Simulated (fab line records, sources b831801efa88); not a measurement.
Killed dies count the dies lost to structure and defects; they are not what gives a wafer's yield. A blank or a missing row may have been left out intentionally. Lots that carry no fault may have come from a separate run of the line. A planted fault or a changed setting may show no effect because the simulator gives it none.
The tool behind it: which one?    flow sky130    36 wafers sampled from 12 lots at 1 step of a route of 708

== WHAT THE GAUGES READ, wafer by wafer ==
SKY_VT_ADJUST_LVTN_OVL_MEAS_07.
lot   measured      on          VT_ADJUST_LVTN_OVL (nm)
L075  day 6 22:42   overlay-01  -0.2 0.3 -0.1
L077  day 7 11:16   overlay-01  -1.0 0.7 -0.5
L079  day 8 05:43   overlay-02  -2.5 -2.3 -2.4
L081  day 8 15:31   overlay-02  -2.2 -3.0 -3.1
L083  day 9 08:37   overlay-02  -2.6 -3.8 -2.4
L085  day 9 16:34   overlay-01  -0.2 -0.9 -2.1
L087  day 10 12:58  overlay-01  -1.3 1.4 -0.6
L089  day 10 23:46  overlay-02  -2.2 -1.6 -1.3
L092  day 12 03:19  overlay-02  -1.5 -3.0 -2.2
L093  day 12 07:51  overlay-02  -3.7 -3.8 -2.4
L094  day 12 14:31  overlay-01  -1.2 -0.1 0.2
L097  day 13 08:28  overlay-02  1.6 1.6 1.3

== WHICH TOOL RAN EACH LOT (tool, then ch and the chambers of the sampled wafers, then the start) ==
Before these readings, the record contains no process step.

== THE ANSWER, worked out from the rows above alone ==
Rule: the usual values come from the lots themselves. The widest of any qualifying gaps counts: lots, ordered by their means at a reading, are off when they make up no more than a third of the lots, leave a main group of 4 or more, and stand apart from it by 3 or more times the standard deviation of that group's means. A main group whose means are all the same, to the digits that the tables above print for the reading, isn't used. A lot without any number at a reading at which 4 lots or more have one is off too. Where the step has rows for the other lots, those lots are counted as sound.
Nothing can be told from this: no lot is off at any reading shown.

== WHAT THE SIMULATOR PUT IN ==
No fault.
